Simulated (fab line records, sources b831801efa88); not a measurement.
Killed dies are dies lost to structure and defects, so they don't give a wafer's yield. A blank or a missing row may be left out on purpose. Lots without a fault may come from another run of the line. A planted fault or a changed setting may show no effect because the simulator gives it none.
Which tool did it? | flow gf180mcu | 24 lots, 72 wafers sampled, at 4 steps of a route of 602

WHAT THE GAUGES READ, wafer by wafer
GF_HV_LDD_TW_MEAS_11. Usual: HV_LDD_TW 2418, standard deviation 19.
lot  | measured     | on            | HV_LDD_TW      | flag
L074 | day 10 02:58 | film_metro-02 | 2409 2415 2406 |
L075 | day 10 05:09 | film_metro-01 | 2407 2412 2388 |
L076 | day 10 10:38 | film_metro-01 | 2400 2400 2405 |
L077 | day 10 21:17 | film_metro-04 | 2446 2426 2433 |
L078 | day 11 08:44 | film_metro-01 | 2406 2400 2401 |
L079 | day 11 14:46 | film_metro-01 | 2412 2400 2415 |
L080 | day 11 18:31 | film_metro-04 | 2435 2429 2420 |
L081 | day 12 05:11 | film_metro-02 | 2415 2409 2399 |
L082 | day 12 11:44 | film_metro-04 | 2430 2429 2430 |
L083 | day 12 18:07 | film_metro-02 | 2435 2419 2414 |
L084 | day 13 01:46 | film_metro-04 | 2444 2425 2444 |
L085 | day 13 09:58 | film_metro-04 | 2446 2457 2453 |
L086 | day 13 15:29 | film_metro-04 | 2444 2450 2455 |
L087 | day 13 23:14 | film_metro-02 | 2423 2421 2410 |
L088 | day 14 05:13 | film_metro-04 | 2456 2452 2448 |
L089 | day 14 11:26 | film_metro-01 | 2384 2394 2400 |
L090 | day 14 19:43 | film_metro-01 | 2394 2402 2391 |
L091 | day 15 04:29 | film_metro-04 | 2419 2419 2415 |
L092 | day 16 01:31 | film_metro-04 | 2437 2430 2438 |
L093 | day 16 10:59 | film_metro-01 | 2392 2399 2407 |
L094 | day 16 14:27 | film_metro-02 | 2426 2404 2419 |
L095 | day 16 17:59 | film_metro-02 | 2426 2407 2415 |
L096 | day 16 23:16 | film_metro-02 | 2422 2412 2414 |
L097 | day 17 06:17 | film_metro-01 | 2389 2405 2405 |

GF_V4_THK_MEAS_01. Usual: V4_CVD_00_THK 598 nm, standard deviation 5.5.
lot  | measured     | on            | V4_CVD_00_THK (nm) | flag
L074 | day 23 10:37 | film_metro-02 | 588 604 595        |
L075 | day 23 14:12 | film_metro-01 | 605 595 603        |
L076 | day 23 19:41 | film_metro-04 | 603 602 603        |
L077 | day 24 11:32 | film_metro-02 | 593 597 595        |
L078 | day 24 21:11 | film_metro-01 | 597 591 593        |
L079 | day 25 06:09 | film_metro-02 | 596 589 595        |
L080 | day 25 10:51 | film_metro-02 | 589 600 599        |
L081 | day 26 06:00 | film_metro-01 | 601 603 596        |
L082 | day 26 06:48 | film_metro-02 | 598 597 588        |
L083 | day 26 13:53 | film_metro-01 | 598 597 597        |
L084 | day 26 20:38 | film_metro-04 | 592 603 601        |
L085 | day 27 06:25 | film_metro-04 | 602 600 605        |
L086 | day 27 12:23 | film_metro-01 | 592 598 607        |
L087 | day 27 19:20 | film_metro-02 | 605 604 599        |
L088 | day 28 00:57 | film_metro-04 | 602 591 602        |
L089 | day 28 05:39 | film_metro-01 | 606 603 603        |
L090 | day 28 12:46 | film_metro-04 | 590 591 597        |
L091 | day 29 07:51 | film_metro-04 | 606 605 604        |
L092 | day 29 16:37 | film_metro-04 | 598 598 589        |
L093 | day 30 00:46 | film_metro-04 | 596 595 602        |
L094 | day 30 03:25 | film_metro-04 | 600 595 590        |
L095 | day 30 07:41 | film_metro-01 | 590 607 595        |
L096 | day 30 09:56 | film_metro-04 | 602 603 602        |
L097 | day 30 15:03 | film_metro-01 | 603 600 602        |

WHICH TOOL RAN EACH LOT (tool, then ch and the chambers of the sampled wafers, then the start)
lot  | GF_M2_METAL_ETCH_16               | GF_V2_CVD_02
L074 | rie_metal-02 ch 0,1, day 19 05:25 | pecvd-01 ch 0,1, day 19 06:11
L075 | rie_metal-02 ch 0,1, day 19 09:01 | pecvd-01 ch 0,1,2, day 19 09:47
L076 | rie_metal-04 ch 0,1, day 19 15:39 | pecvd-01 ch 0,1,2, day 19 16:45
L077 | rie_metal-02 ch 0,1, day 20 08:36 | pecvd-01 ch 0,1,2, day 20 09:20
L078 | rie_metal-02 ch 0,1, day 20 21:07 | pecvd-02 ch 0,1,2, day 20 21:58
L079 | rie_metal-03 ch 0,1, day 21 05:19 | pecvd-02 ch 0,1,2, day 21 06:05
L080 | rie_metal-04 ch 0,1, day 21 09:46 | pecvd-02 ch 0,2, day 21 10:32
L081 | rie_metal-03 ch 0,1, day 22 07:12 | pecvd-01 ch 0,1, day 22 07:57
L082 | rie_metal-04 ch 0,1, day 22 07:51 | pecvd-02 ch 1,2, day 22 08:36
L083 | rie_metal-04 ch 0,1, day 22 14:58 | pecvd-02 ch 1,2, day 22 15:45
L084 | rie_metal-03 ch 0,1, day 23 00:25 | pecvd-03 ch 0,1, day 23 01:13
L085 | rie_metal-04 ch 0,1, day 23 10:22 | pecvd-02 ch 0,2, day 23 11:09
L086 | rie_metal-04 ch 0,1, day 23 17:25 | pecvd-02 ch 0,1,2, day 23 18:13
L087 | rie_metal-04 ch 0,1, day 24 01:10 | pecvd-03 ch 0,1,2, day 24 01:58
L088 | rie_metal-04 ch 0,1, day 24 06:52 | pecvd-01 ch 0,1, day 24 07:41
L089 | rie_metal-02 ch 0,1, day 24 11:22 | pecvd-02 ch 1,2, day 24 12:13
L090 | rie_metal-04 ch 0, day 24 20:28   | pecvd-03 ch 0,1, day 24 21:16
L091 | rie_metal-04 ch 0,1, day 25 07:36 | pecvd-01 ch 0,1, day 25 08:20
L092 | rie_metal-04 ch 0,1, day 26 02:40 | pecvd-03 ch 0,1,2, day 26 03:26
L093 | rie_metal-04 ch 1, day 26 12:23   | pecvd-02 ch 0,1,2, day 26 13:18
L094 | rie_metal-03 ch 0,1, day 26 14:23 | pecvd-02 ch 0,1,2, day 26 15:10
L095 | rie_metal-02 ch 0,1, day 26 17:39 | pecvd-03 ch 0,1,2, day 26 18:25
L096 | rie_metal-03 ch 0,1, day 26 22:52 | pecvd-03 ch 0,1,2, day 26 23:38
L097 | rie_metal-04 ch 0,1, day 27 03:37 | pecvd-03 ch 0,1,2, day 27 04:23
- GF_M2_METAL_ETCH_16: etches the open film in Cl2/BCl3, stops on SiO2, target depth 627.5 nm, time 104.6 s.
- GF_V2_CVD_02: deposits SiO2 from TEOS, target thk 850 nm, time 94.851 s.

WHAT THE TOOLS THEMSELVES READ (means of the sampled wafers that have a number; where no wafer has one, the mark that the record gives instead)
GF_M2_METAL_ETCH_16. Usual: drypump_motor_current_A 5.6 A, standard deviation 0.37; oes_product_au 0.972 a.u., standard deviation 0.007; throttle_valve_pct 28.249 %, standard deviation 0.01.
lot  | tool         | drypump_motor_current_A (A) | oes_product_au (a.u.) | throttle_valve_pct (%) | flag
L074 | rie_metal-02 | 5.9                         | 0.978                 | 28.252                 |
L075 | rie_metal-02 | 5.7                         | 0.968                 | 28.255                 |
L076 | rie_metal-04 | 5.5                         | 0.970                 | 28.254                 |
L077 | rie_metal-02 | 5.7                         | 0.978                 | 28.245                 |
L078 | rie_metal-02 | 5.8                         | 0.975                 | 28.241                 |
L079 | rie_metal-03 | 5.7                         | 0.967                 | 28.258                 |
L080 | rie_metal-04 | 5.5                         | 0.973                 | 28.249                 |
L081 | rie_metal-03 | 5.7                         | 0.981                 | 28.236                 |
L082 | rie_metal-04 | 5.5                         | 0.967                 | 28.251                 |
L083 | rie_metal-04 | 5.5                         | 0.975                 | 28.246                 |
L084 | rie_metal-03 | 5.7                         | 0.977                 | 28.249                 |
L085 | rie_metal-04 | 5.5                         | 0.966                 | 28.247                 |
L086 | rie_metal-04 | 5.5                         | 0.972                 | 28.252                 |
L087 | rie_metal-04 | 5.5                         | 0.974                 | 28.249                 |
L088 | rie_metal-04 | 5.5                         | 0.972                 | 28.251                 |
L089 | rie_metal-02 | 5.9                         | 0.980                 | 28.251                 |
L090 | rie_metal-04 | 5.3                         | 0.964                 | 28.252                 |
L091 | rie_metal-04 | 5.5                         | 0.970                 | 28.246                 |
L092 | rie_metal-04 | 5.5                         | 0.961                 | 28.263                 |
L093 | rie_metal-04 | 5.6                         | 0.976                 | 28.242                 |
L094 | rie_metal-03 | 5.7                         | 0.980                 | 28.241                 |
L095 | rie_metal-02 | 5.8                         | 0.972                 | 28.251                 |
L096 | rie_metal-03 | 6.1                         | 0.970                 | 28.248                 |
L097 | rie_metal-04 | 5.4                         | 0.972                 | 28.242                 |

GF_V2_CVD_02. Usual: heater_power_w 589 W, standard deviation 83.
lot  | tool     | heater_power_w (W) | flag
L074 | pecvd-01 | 688                |
L075 | pecvd-01 | 606                |
L076 | pecvd-01 | 542                |
L077 | pecvd-01 | 587                |
L078 | pecvd-02 | 583                |
L079 | pecvd-02 | 560                |
L080 | pecvd-02 | 625                |
L081 | pecvd-01 | 633                |
L082 | pecvd-02 | 508                |
L083 | pecvd-02 | 584                |
L084 | pecvd-03 | 521                |
L085 | pecvd-02 | 633                |
L086 | pecvd-02 | 573                |
L087 | pecvd-03 | 621                |
L088 | pecvd-01 | 632                |
L089 | pecvd-02 | 605                |
L090 | pecvd-03 | 580                |
L091 | pecvd-01 | 600                |
L092 | pecvd-03 | 566                |
L093 | pecvd-02 | 570                |
L094 | pecvd-02 | 606                |
L095 | pecvd-03 | 576                |
L096 | pecvd-03 | 634                |
L097 | pecvd-03 | 602                |

THE ANSWER, worked out from the rows above alone
Rule: a lot is off if the mean of its wafers that have a number lies more than 3 standard deviations from the usual mean. A lot without any number at a reading at which 4 lots or more have one is off too. The other lots that the step has rows for count as sound. The gauges are gone through in route order, then the tools' own readings, and for those a lot's mean is taken as printed above. The first step at which some lot is off is used, and at that step the reading that is off furthest; a lot without a number counts as furthest.
No lot is off at any reading shown: from this, nothing can be told.

WHAT THE SIMULATOR HAD PUT IN
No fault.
